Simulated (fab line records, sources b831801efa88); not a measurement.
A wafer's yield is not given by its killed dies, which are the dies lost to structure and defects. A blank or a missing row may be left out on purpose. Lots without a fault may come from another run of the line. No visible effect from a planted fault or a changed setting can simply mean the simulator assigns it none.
Which tool did it? | flow sky130 | 12 lots with 36 wafers sampled at 5 steps, on a route of 708 steps

WHAT THE GAUGES SHOWED, per wafer
The record holds no reading of a measuring or inspecting step that can be judged against a usual standard deviation.

WHAT TOOL EACH LOT RAN ON (gives the tool, then ch and the chambers of the sampled wafers, and finally the start)
lot  | SKY_SONOS_ONO_ETCH_15              | SKY_LDD_HVP_SOFTBAKE_03           | SKY_LDD_HVP_STRIP_09                 | SKY_POLY_CUT_ETCH_10               | SKY_PAD_OPEN_PROBE_99
L626 | rie-diel-02 ch 1,2,3, day 12 23:47 | litho-track-01 ch 0, day 21 11:26 | plasma-asher-01 ch 0,1, day 22 02:18 | rie-diel-04 ch 0,1,3, day 24 17:39 | -
L628 | rie-diel-03 ch 0,2,3, day 13 20:26 | litho-track-01 ch 0, day 22 08:30 | plasma-asher-01 ch 0,1, day 23 00:07 | rie-diel-04 ch 0,1,2, day 25 14:59 | -
L629 | rie-diel-02 ch 2,3, day 14 00:20   | litho-track-02 ch 0, day 22 14:14 | plasma-asher-01 ch 0,1, day 23 05:51 | rie-diel-02 ch 0,2,3, day 25 19:20 | -
L632 | rie-diel-02 ch 0,2,3, day 14 19:29 | litho-track-04 ch 0, day 23 07:34 | plasma-asher-02 ch 0, day 23 21:58   | rie-diel-01 ch 1,2,3, day 26 12:11 | -
L634 | rie-diel-02 ch 0,3, day 15 09:49   | litho-track-02 ch 0, day 24 01:57 | plasma-asher-02 ch 0,1, day 24 17:22 | rie-diel-02 ch 0,3, day 27 07:59   | prober-02, day 47 22:59
L637 | rie-diel-03 ch 0,2,3, day 16 15:22 | litho-track-02 ch 0, day 25 07:29 | plasma-asher-02 ch 0,1, day 25 22:39 | rie-diel-04 ch 0,3, day 28 13:41   | prober-02, day 48 19:11
L638 | rie-diel-03 ch 2,3, day 17 01:07   | litho-track-02 ch 0, day 25 16:50 | plasma-asher-02 ch 0, day 26 07:52   | rie-diel-01 ch 1,3, day 28 20:14   | prober-01, day 48 22:04
L639 | rie-diel-03 ch 1,3, day 17 09:55   | litho-track-01 ch 0, day 26 04:24 | plasma-asher-01 ch 0,1, day 26 18:46 | rie-diel-02 ch 0,1,3, day 29 05:38 | prober-02, day 49 07:16
L640 | rie-diel-03 ch 0,2,3, day 17 16:29 | litho-track-02 ch 0, day 26 09:24 | plasma-asher-02 ch 0,1, day 27 00:04 | rie-diel-02 ch 0,2, day 29 11:02   | prober-01, day 49 08:41
L643 | rie-diel-02 ch 0,1,3, day 18 19:05 | litho-track-01 ch 0, day 27 10:57 | plasma-asher-01 ch 0,1, day 28 01:16 | rie-diel-04 ch 2,3, day 30 12:18   | -
L647 | rie-diel-04 ch 0,2, day 20 02:59   | litho-track-01 ch 0, day 28 13:59 | plasma-asher-02 ch 0,1, day 29 04:43 | rie-diel-01 ch 0,3, day 31 14:02   | -
L648 | rie-diel-03 ch 0,1,2, day 20 06:48 | litho-track-04 ch 0, day 28 19:46 | plasma-asher-04 ch 0,1, day 29 09:46 | rie-diel-01 ch 0,1, day 31 19:38   | -
- SKY_SONOS_ONO_ETCH_15: etches the open film in CHF3/O2, target depth 19.52 nm, time 7.8 s.
- SKY_LDD_HVP_SOFTBAKE_03: time 60 s.
- SKY_LDD_HVP_STRIP_09: strips in O2/N2.
- SKY_POLY_CUT_ETCH_10: etches BARC in N2/H2, stops on SiO2, time 45.9 s, target depth 60 nm.
- SKY_PAD_OPEN_PROBE_99

WHAT THE TOOLS THEMSELVES READ (means of the sampled wafers that have a number; where no wafer has one, the mark that the record gives instead)
SKY_SONOS_ONO_ETCH_15. Usual: drypump-motor-current-A 5.96 A, standard deviation 0.24; oes-product-au 1.002 a.u., standard deviation 0.0092; throttle-valve-pct 8.824 %, standard deviation 0.0098.
lot  | tool        | drypump-motor-current-A (A) | oes-product-au (a.u.) | throttle-valve-pct (%) | flag
L626 | rie-diel-02 | 6.05                        | 1.003                 | 8.828                  |
L628 | rie-diel-03 | 6.17                        | 1.015                 | 8.821                  |
L629 | rie-diel-02 | 5.94                        | 0.982                 | 8.824                  |
L632 | rie-diel-02 | 5.86                        | 1.002                 | 8.832                  |
L634 | rie-diel-02 | 5.79                        | 0.999                 | 8.834                  |
L637 | rie-diel-03 | 6.16                        | 1.011                 | 8.830                  |
L638 | rie-diel-03 | 5.98                        | 1.013                 | 8.833                  |
L639 | rie-diel-03 | 5.79                        | 0.997                 | 8.822                  |
L640 | rie-diel-03 | 6.16                        | 1.009                 | 8.829                  |
L643 | rie-diel-02 | 5.96                        | 0.995                 | 8.816                  |
L647 | rie-diel-04 | 5.69                        | 1.007                 | 8.833                  |
L648 | rie-diel-03 | 5.96                        | 1.005                 | 8.830                  |

SKY_LDD_HVP_SOFTBAKE_03. Usual: resist-line-temp-C 23.00 C, standard deviation 0.11; run-length-s 89.02 s, standard deviation 0.16.
lot  | tool           | resist-line-temp-C (C) | run-length-s (s) | flag
L626 | litho-track-01 | 23.16                  | 89.24            |
L628 | litho-track-01 | 22.91                  | 89.19            |
L629 | litho-track-02 | 22.98                  | 88.95            |
L632 | litho-track-04 | 23.03                  | 88.87            |
L634 | litho-track-02 | 23.09                  | 89.09            |
L637 | litho-track-02 | 23.04                  | 95.11            | OFF
L638 | litho-track-02 | 22.98                  | 95.11            | OFF
L639 | litho-track-01 | 22.85                  | 89.19            |
L640 | litho-track-02 | 23.01                  | 95.15            | OFF
L643 | litho-track-01 | 23.12                  | 89.06            |
L647 | litho-track-01 | 22.93                  | 89.21            |
L648 | litho-track-04 | 23.06                  | 88.81            |

SKY_LDD_HVP_STRIP_09. Usual: drypump-motor-current-A 5.6 A, standard deviation 0.32; o2-flow-sccm 3001 sccm, standard deviation 9.4; oes-product-au 0.409 a.u., standard deviation 0.0044; strip-time-to-endpoint-s 4.135 s, standard deviation 0.013.
lot  | tool            | drypump-motor-current-A (A) | o2-flow-sccm (sccm) | oes-product-au (a.u.) | strip-time-to-endpoint-s (s) | flag
L626 | plasma-asher-01 | 5.4                         | 2999                | 0.409                 | 4.149                        |
L628 | plasma-asher-01 | 5.4                         | 2997                | 0.412                 | 4.134                        |
L629 | plasma-asher-01 | 5.5                         | 3001                | 0.407                 | 4.119                        |
L632 | plasma-asher-02 | 5.3                         | 3011                | 0.408                 | 4.134                        |
L634 | plasma-asher-02 | 5.6                         | 3003                | 0.406                 | 4.133                        |
L637 | plasma-asher-02 | 5.6                         | 2994                | 0.408                 | 4.113                        |
L638 | plasma-asher-02 | 5.3                         | 2997                | 0.406                 | 4.125                        |
L639 | plasma-asher-01 | 5.4                         | 3004                | 0.407                 | 4.144                        |
L640 | plasma-asher-02 | 5.5                         | 2999                | 0.410                 | 4.130                        |
L643 | plasma-asher-01 | 5.4                         | 3006                | 0.409                 | 4.137                        |
L647 | plasma-asher-02 | 5.6                         | 2994                | 0.405                 | 4.153                        |
L648 | plasma-asher-04 | 6.1                         | 2999                | 0.407                 | 4.136                        |

SKY_POLY_CUT_ETCH_10. Usual: drypump-motor-current-A 5.90 A, standard deviation 0.25; oes-product-au 0.855 a.u., standard deviation 0.0048; throttle-valve-pct 13.226 %, standard deviation 0.009.
lot  | tool        | drypump-motor-current-A (A) | oes-product-au (a.u.) | throttle-valve-pct (%) | flag
L626 | rie-diel-04 | 5.94                        | 0.853                 | 13.224                 |
L628 | rie-diel-04 | 5.86                        | 0.860                 | 13.228                 |
L629 | rie-diel-02 | 5.87                        | 0.849                 | 13.223                 |
L632 | rie-diel-01 | 5.97                        | 0.854                 | 13.231                 |
L634 | rie-diel-02 | 5.82                        | 0.855                 | 13.228                 |
L637 | rie-diel-04 | 5.76                        | 0.860                 | 13.227                 |
L638 | rie-diel-01 | 5.79                        | 0.853                 | 13.226                 |
L639 | rie-diel-02 | 5.98                        | 0.853                 | 13.231                 |
L640 | rie-diel-02 | 5.83                        | 0.852                 | 13.235                 |
L643 | rie-diel-04 | 5.85                        | 0.857                 | 13.233                 |
L647 | rie-diel-01 | 5.95                        | 0.855                 | 13.224                 |
L648 | rie-diel-01 | 5.59                        | 0.847                 | 13.230                 |

SKY_PAD_OPEN_PROBE_99. Usual: killed_at_M0_to_M3 43, standard deviation 7; killed_at_M4_up 3.1, standard deviation 2; killed-at-contacts 24, standard deviation 5.3; killed-at-front-end 15, standard deviation 4.2; killed-at-other 0.4, standard deviation 0.66; killed-dies 86, standard deviation 9.5; killed-open 47, standard deviation 7.4; killed-short 38, standard deviation 6.2.
lot  | tool      | killed_at_M0_to_M3 | killed_at_M4_up | killed-at-contacts | killed-at-front-end | killed-at-other | killed-dies | killed-open | killed-short | flag
L634 | prober-02 | 39                 | 5.0             | 23                 | 10                  | 0.3             | 77          | 44          | 33           |
L637 | prober-02 | 36                 | 4.0             | 31                 | 18                  | 0.0             | 89          | 50          | 39           |
L638 | prober-01 | 38                 | 4.0             | 22                 | 10                  | 0.3             | 75          | 44          | 30           |
L639 | prober-02 | 46                 | 1.7             | 23                 | 17                  | 0.7             | 89          | 50          | 39           |
L640 | prober-01 | 43                 | 0.7             | 27                 | 14                  | 0.0             | 84          | 45          | 39           |

THE ANSWER, worked out from the rows above alone
Rule: take the mean of a lot's wafers that have a number; if it is more than 3 standard deviations from the usual mean, the lot is off. A lot without any number at a reading at which 4 lots or more have one is off too. Any other lot the step has rows for is counted as sound. First the gauges in route order, then the tools' own readings, where a lot's mean is used as printed above. At the first step where some lot is off, the reading lying furthest off is the one used; lots without a number count as furthest.
Off: L637, L638, L640, at SKY_LDD_HVP_SOFTBAKE_03 (run-length-s).
A tool fits if, at that step or a process step before it, it ran every lot that is off, and no sound lot after the first of them. One fits: litho-track-02 at SKY_LDD_HVP_SOFTBAKE_03. Its last sound lot is L634 (day 24 01:57), its first lot that is off L637 (day 25 07:29): a fault that began between those two fits.
The tool's own readings at SKY_LDD_HVP_SOFTBAKE_03 bear it out: on the lots that are off they differ by more than 5 times the standard deviation of the sound lots' means. run-length-s reads 95.12 s there against 89.07 s on the sound lots.

WHAT THE SIMULATOR PUT IN
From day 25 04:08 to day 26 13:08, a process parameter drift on litho-track-02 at SKY_LDD_HVP_SOFTBAKE_03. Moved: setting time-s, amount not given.
Struck lots among those shown: L637, L638, L640. The rule given above showed the same thing.
